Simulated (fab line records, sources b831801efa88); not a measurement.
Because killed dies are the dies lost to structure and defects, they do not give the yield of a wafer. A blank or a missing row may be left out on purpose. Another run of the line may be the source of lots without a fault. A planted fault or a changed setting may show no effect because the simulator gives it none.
fab line records    flow gf180mcu    part 2 of 2: steps 27 to 35 of 35
record: lots: 5  wafers: 15  last_day: 32
route steps=602 shown M5@538 V5@540 TOP_METAL@567
lots with no fault: from the same line, run without faults
start_h: the number of hours between the record's first day and the start of the first shown wafer of the lot    wait_h: time in hours since the lot's previous step    " repeats the value in the row above    L1.1+2: a single row standing in for several wafers    - no value, or no start was given    * or withheld: withheld    < > ~ a bound
route shown NAME@n: NAME is a module with steps in the file, n the number in the route of the first one    usual: mean and standard deviation over wafers with no fault    same: alike in all rows    chamber/n: place in a boat    sites: readings site by site    _std_site: how widely they spread, as a standard deviation    _edge_site: inner sites' mean taken away from outer sites' mean    radius_mm: how far each site lies from the wafer's centre    mask NAME#n: copy n    behind: the tool/chamber that last shaped the wafer    hold: what put the lot on hold/how long, in hours/how the hold closed    device: names the non-switching transistor (n, p or np)    end of line: the route-end tests of the same wafers    a step given without rows: its recipe and nothing more    killed: dies that structure and defects cost at the first sort, which is not the same as the wafer's yield    map: per-die view of a wafer (x killed, . not killed, _ where there is no die)
set.NAME: setting as actually run; set.NAME@STEP: the setting as run at that earlier step    model.NAME: the simulator's own value behind a step, which no gauge read
lots at some steps of the route; a table a step, a row a wafer
services: the hour from which a tool's chamber was out of use, counted from the record's first day as start_h (under 0 if before that day), plus the number of hours and why
== steps ==
step: GF_V5_RS_MEAS_24
recipe: thk_meas_gauge: four-point-probe  reads: W_of_V5_CVD_23+TiN_of_V5_SPUTTER_22+Ti_of_V5_SPUTTER_21
usual: V5_W_RS: 0.328/0.0044
lot.wafer  tool           chamber  start_h  wait_h  V5_W_RS[ohm/sq]
L076.4     film_metro-03  -        656.34   0.1     0.331
L076.5     "              -        "        "       0.332
L076.6     "              -        "        "       0.332
L080.1     film_metro-03  -        679.90   0.1     0.326
L080.2     "              -        "        "       0.325
L080.4     "              -        "        "       0.331
L081.3     film_metro-04  -        690.60   0.2     0.333
L081.4     "              -        "        "       0.332
L081.5     "              -        "        "       0.334
L085.1     film_metro-01  -        714.76   0.1     0.322
L085.4     "              -        "        "       0.327
L085.6     "              -        "        "       0.325
L086.3     film_metro-04  -        722.87   0.1     0.329
L086.5     "              -        "        "       0.328
L086.6     "              -        "        "       0.331
step: GF_V5_THK_MEAS_25
recipe: thk_meas_gauge: xrf  reads: W_of_V5_CVD_23
usual: V5_W_THK: 354/5.3
lot.wafer  tool           chamber  start_h  wait_h  V5_W_THK[nm]
L076.4     film_metro-03  -        656.43   0.1     354
L076.5     "              -        "        "       352
L076.6     "              -        "        "       353
L080.1     film_metro-03  -        680.02   0.1     353
L080.2     "              -        "        "       356
L080.4     "              -        "        "       351
L081.3     film_metro-04  -        690.70   0.1     349
L081.4     "              -        "        "       347
L081.5     "              -        "        "       348
L085.1     film_metro-01  -        714.88   0.1     359
L085.4     "              -        "        "       357
L085.6     "              -        "        "       360
L086.3     film_metro-04  -        722.97   0.1     351
L086.5     "              -        "        "       354
L086.6     "              -        "        "       351
step: GF_V5_CMP_26
recipe: stop_on: SiO2  down_force_psi: 3.5  platen_rpm: 60  t_overpolish_s: 15  target_thk_nm: 0  pad_velocity_m_s: 0.94248
usual: head_pressure_psi: 3.500/0.0078  motor_current_A: 10.8/0.99  overpolish_run_s: 15.001/0.0095  time_to_endpoint_s: 87.0/2.8
lot.wafer  tool    chamber  start_h  wait_h  head_pressure_psi  motor_current_A  overpolish_run_s  time_to_endpoint_s
L076.4     cmp-01  3        656.51   0.1     3.495              10.6             15.008            85.1
L076.5     "       2        "        "       3.514              12.1             15.017            83.1
L076.6     "       3        "        "       3.502              10.8             14.988            84.1
L080.4     cmp-02  1        680.08   0.0     3.499              9.9              14.991            85.5
L080.1     "       2        "        "       3.501              12.3             15.004            85.6
L080.2     "       3        "        "       3.499              9.3              14.986            91.4
L081.3     cmp-02  2        690.74   0.0     3.495              12.3             14.993            83.9
L081.4     "       3        "        "       3.506              9.2              15.002            91.7
L081.5     "       2        "        "       3.512              12.9             15.001            82.5
L085.1     cmp-01  1        714.99   0.1     3.485              10.2             14.997            84.6
L085.4     "       3        "        "       3.489              10.7             15.011            88.3
L085.6     "       1        "        "       3.490              10.6             15.008            85.7
L086.3     cmp-01  1        723.16   0.2     3.505              11.1             14.992            83.8
L086.6     "       2        "        "       3.510              12.0             15.005            87.9
L086.5     "       3        "        "       3.508              10.9             15.010            88.7
step: GF_TOP_METAL_SPUTTER_00
recipe: material: Ti  target_thk_nm: 37.5  arriving_ion_energy_ev: 80  substrate_temp_c: 200  chamber_pressure_pa: 2  power_w: 4000  time_s: 150
usual: throttle_valve_pct: 29.7/1
lot.wafer  tool            chamber  start_h  wait_h  throttle_valve_pct
L076.4     pvd_sputter-04  -        656.81   0.2     28.1
L076.5     "               -        "        "       30.1
L076.6     "               -        "        "       28.8
L080.1     pvd_sputter-04  -        680.40   0.2     28.8
L080.2     "               -        "        "       28.6
L080.4     "               -        "        "       28.9
L081.3     pvd_sputter-03  -        691.07   0.3     28.9
L081.4     "               -        "        "       30.0
L081.5     "               -        "        "       28.8
L085.1     pvd_sputter-03  -        715.24   0.2     29.9
L085.4     "               -        "        "       29.0
L085.6     "               -        "        "       29.1
L086.3     pvd_sputter-03  -        723.31   0.1     29.0
L086.5     "               -        "        "       28.9
L086.6     "               -        "        "       30.0
step: GF_TOP_METAL_SPUTTER_01
recipe: material: TiN  target_thk_nm: 30  power_w: 6500  time_s: 25  chamber_pressure_pa: 0.4
usual: throttle_valve_pct: 29.6/1
lot.wafer  tool            chamber  start_h  wait_h  throttle_valve_pct
L076.4     pvd_sputter-04  -        656.88   0.0     28.3
L076.5     "               -        "        "       30.0
L076.6     "               -        "        "       28.7
L080.1     pvd_sputter-04  -        680.50   0.1     28.7
L080.2     "               -        "        "       28.5
L080.4     "               -        "        "       29.0
L081.3     pvd_sputter-03  -        691.17   0.1     28.9
L081.4     "               -        "        "       29.7
L081.5     "               -        "        "       28.7
L085.1     pvd_sputter-03  -        715.34   0.1     29.9
L085.4     "               -        "        "       28.8
L085.6     "               -        "        "       28.9
L086.3     pvd_sputter-03  -        723.41   0.1     28.7
L086.5     "               -        "        "       29.2
L086.6     "               -        "        "       30.2
step: GF_TOP_METAL_SPUTTER_02
recipe: material: AlCu  target_thk_nm: 900  power_w: 10600  chamber_pressure_pa: 0.3  substrate_temp_c: 250  gas: Ar  time_s: 47.82
usual: throttle_valve_pct: 29.6/1
lot.wafer  tool            chamber  start_h  wait_h  throttle_valve_pct
L076.4     pvd_sputter-04  -        656.91   0.0     28.2
L076.5     "               -        "        "       29.9
L076.6     "               -        "        "       28.7
L080.1     pvd_sputter-04  -        680.53   0.0     28.6
L080.2     "               -        "        "       28.5
L080.4     "               -        "        "       29.1
L081.3     pvd_sputter-03  -        691.20   0.0     28.9
L081.4     "               -        "        "       29.9
L081.5     "               -        "        "       29.2
L085.1     pvd_sputter-03  -        715.37   0.0     29.7
L085.4     "               -        "        "       28.9
L085.6     "               -        "        "       28.7
L086.3     pvd_sputter-03  -        723.44   0.0     28.9
L086.5     "               -        "        "       28.8
L086.6     "               -        "        "       29.9
step: GF_TOP_METAL_SPUTTER_03
recipe: material: Ti  target_thk_nm: 5  substrate_temp_c: 300  chamber_pressure_pa: 0.3  power_w: 3000  time_s: 3.3
usual: throttle_valve_pct: 29.7/1.1
lot.wafer  tool            chamber  start_h  wait_h  throttle_valve_pct
L076.4     pvd_sputter-04  -        656.95   0.0     28.4
L076.5     "               -        "        "       30.1
L076.6     "               -        "        "       28.7
L080.1     pvd_sputter-04  -        680.58   0.0     28.8
L080.2     "               -        "        "       28.2
L080.4     "               -        "        "       29.2
L081.3     pvd_sputter-03  -        691.24   0.0     28.6
L081.4     "               -        "        "       29.9
L081.5     "               -        "        "       28.9
L085.1     pvd_sputter-03  -        715.41   0.0     30.2
L085.4     "               -        "        "       28.7
L085.6     "               -        "        "       28.9
L086.3     pvd_sputter-03  -        723.49   0.0     28.9
L086.5     "               -        "        "       28.8
L086.6     "               -        "        "       29.9
step: GF_TOP_METAL_SPUTTER_04
recipe: material: TiN  target_thk_nm: 25  power_w: 6500  time_s: 19.88  chamber_pressure_pa: 0.4
usual: throttle_valve_pct: 29.6/1
lot.wafer  tool            chamber  start_h  wait_h  throttle_valve_pct
L076.4     pvd_sputter-04  -        656.97   0.0     28.2
L076.5     "               -        "        "       30.0
L076.6     "               -        "        "       29.2
L080.1     pvd_sputter-04  -        680.60   0.0     28.7
L080.2     "               -        "        "       28.5
L080.4     "               -        "        "       29.4
L081.3     pvd_sputter-03  -        691.26   0.0     28.9
L081.4     "               -        "        "       30.0
L081.5     "               -        "        "       28.9
L085.1     pvd_sputter-03  -        715.43   0.0     30.1
L085.4     "               -        "        "       28.9
L085.6     "               -        "        "       28.9
L086.3     pvd_sputter-03  -        723.50   0.0     28.7
L086.5     "               -        "        "       28.8
L086.6     "               -        "        "       29.9
step: GF_TOP_METAL_RS_MEAS_05
recipe: thk_meas_gauge: four-point-probe  reads: TiN_of_TOP_METAL_SPUTTER_04+Ti_of_TOP_METAL_SPUTTER_03+AlCu_of_TOP_METAL_SPUTTER_02+TiN_of_TOP_METAL_SPUTTER_01+Ti_of_TOP_METAL_SPUTTER_00
usual: TOP_METAL_ALCU_RS: 0.03277/0.0003
lot.wafer  tool           chamber  start_h  wait_h  TOP_METAL_ALCU_RS[ohm/sq]
L076.4     film_metro-03  -        657.04   0.1     0.0331
L076.5     "              -        "        "       0.0331
L076.6     "              -        "        "       0.03272
L080.1     film_metro-02  -        680.62   0.0     0.03242
L080.2     "              -        "        "       0.03289
L080.4     "              -        "        "       0.03247
L081.3     film_metro-03  -        691.33   0.1     0.03275
L081.4     "              -        "        "       0.03289
L081.5     "              -        "        "       0.03319
L085.1     film_metro-03  -        715.46   0.0     0.03289
L085.4     "              -        "        "       0.03256
L085.6     "              -        "        "       0.03295
L086.3     film_metro-02  -        723.57   0.1     0.03268
L086.5     "              -        "        "       0.03274
L086.6     "              -        "        "       0.03236
== services ==
tool            chamber  start_h  hours  kind
rie_diel-03     -        611.68   1.2    repair
krf_scanner-02  -        612.14   0.8    pm
cvd_w-02        -        614.01   0.6    repair
cvd_w-01        0        614.41   2.0    repair
krf_scanner-01  -        619.31   0.5    repair
cmp-02          -        624.23   3.9    pm
rie_diel-03     -        624.23   0.2    repair
cvd_w-01        0        631.25   7.9    repair
cvd_w-01        1        636.02   8.5    repair
cmp-02          -        642.88   2.6    repair
pecvd-01        -        644.60   1.2    repair
cvd_w-01        -        656.66   0.5    repair
wet_bench-01    -        662.72   1.9    pm
wet_bench-03    -        664.56   2.9    repair
cvd_w-01        1        665.97   5.2    repair
hdpcvd-01       -        668.92   0.8    repair
wet_bench-02    -        670.05   42.5   repair
pvd_sputter-04  -        675.04   2.7    repair
cvd_w-01        -        676.10   2.8    pm
rie_diel-04     0        677.95   3.0    repair
rie_diel-04     -        683.45   2.1    repair
pvd_sputter-04  -        691.29   7.7    repair
wet_bench-01    -        702.20   6.2    repair
wet_bench-01    -        711.44   1.6    repair
